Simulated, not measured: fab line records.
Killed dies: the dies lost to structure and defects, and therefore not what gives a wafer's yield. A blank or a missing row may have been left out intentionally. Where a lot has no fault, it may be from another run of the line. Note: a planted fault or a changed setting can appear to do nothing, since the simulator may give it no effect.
8D (eight disciplines) problem report, filled in by code || flow gf180mcu || the parts of the form that need people (team, actions taken, sign-off) are left out

1. WHAT IS WRONG
Wafers free of any fault read 42.0 nm (standard deviation 0.65) for MIM_CVD_05_THK at GF_MIM_THK_MEAS_06, against a mean of 56.5 nm on 6 wafers of 2 lots. Relative to the usual mean, that is a shift of +22 standard deviations.
Seen first at day 29 00:04 on film-metro-02, wafer L280.4. The record has a number at this step for 42 wafers belonging to 14 lots. The rule behind "out" and "out of limits": a value lying over 4 standard deviations away from the usual mean. The rest of the wafers with a number are treated as sound.

2. WHAT IT IS; WHAT IT IS NOT
{"question": "which readings at this step", "is": "MIM_CVD_05_THK", "is not": "-"}
{"question": "which lots", "is": "L280, L283", "is not": "L269, L271, L272, L274, L275, L277, L279, L284, L286, L288, L289, L291"}
{"question": "which wafers of those lots", "is": "all that have a number", "is not": "-"}
{"question": "read on which gauges", "is": "film-metro-02", "is not": "film-metro-01, film-metro-04"}
{"question": "when", "is": "from day 29 00:04", "is not": "up to then (21 sound wafers); but 15 sound wafers of L284, L286, L288, L289, L291 came after"}

3. SUSPECTS, AND WHAT RULES EACH OUT
Counting: a tool at any process step up to the reading remains a suspect when it ran all the lots that are out and ran no sound lot after the first of those.
- the gauge at GF_MIM_THK_MEAS_06: kept. All the wafers that are out were read on film-metro-02, and no step on other tools shows them out.
- pvd-sputter-03 at GF_M4_SPUTTER_00 (material Ti, target thk 37.5 nm, time 150 s): ruled out as a lasting fault. Following L280 (day 27 04:49), the first lot on it that is out, the sound lots L289, L291 were run on it.
- pecvd-01 at GF_MIM_CVD_05 (deposits Si3N4, target thk 42 nm, time 29.086 s): kept. All lots that are out passed through it, beginning with L280 at day 29 00:01, and no sound lot followed; its final sound lot before that point was L279 at day 28 12:31.
Remaining after the count are pecvd-01 at GF_MIM_CVD_05 and film-metro-02 at GF_MIM_THK_MEAS_06.

4. THE CAUSE (what the simulator had put in)
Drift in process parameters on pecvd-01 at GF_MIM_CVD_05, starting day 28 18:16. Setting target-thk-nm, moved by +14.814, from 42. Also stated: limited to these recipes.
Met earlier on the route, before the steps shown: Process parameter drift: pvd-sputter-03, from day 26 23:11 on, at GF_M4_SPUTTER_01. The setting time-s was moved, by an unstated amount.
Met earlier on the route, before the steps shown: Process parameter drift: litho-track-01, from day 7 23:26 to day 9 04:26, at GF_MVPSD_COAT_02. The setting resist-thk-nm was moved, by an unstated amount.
Counting left 2 suspects, and this tool is among them.

5. THE CHAIN OF EFFECTS, in route order
Rows list readings where the struck wafers' mean (over those with a number) sits beyond 3 standard deviations from the usual. Only readings whose record carries a usual standard deviation are examined. hours: median over the lots of the time between each lot's start at the first step of this table that gives one and its start at this step. sigmas: the change, counted in usual standard deviations.
{"hours": 0, "step": "GF_MIM_THK_MEAS_06", "reading": "MIM_CVD_05_THK", "usual": "42.0 nm", "on struck wafers": 56.5, "change": "+14.5", "sigmas": "+22"}

6. HOW IT WOULD HAVE BEEN CAUGHT EARLIER
The first out-of-limits reading at a measuring or inspecting step in this record came at day 29 00:04, 6 hours after the fault's start at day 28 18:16.
No tool reading at GF_MIM_CVD_05 that has a usual standard deviation in the record was out on any struck wafer, so an alarm limit of 4 standard deviations on those readings would not have fired.
Of the lots that are out (2), L283 began GF_MIM_CVD_05 on pecvd-01 after day 29 00:04. A tool hold placed at that time would have kept it from harm.
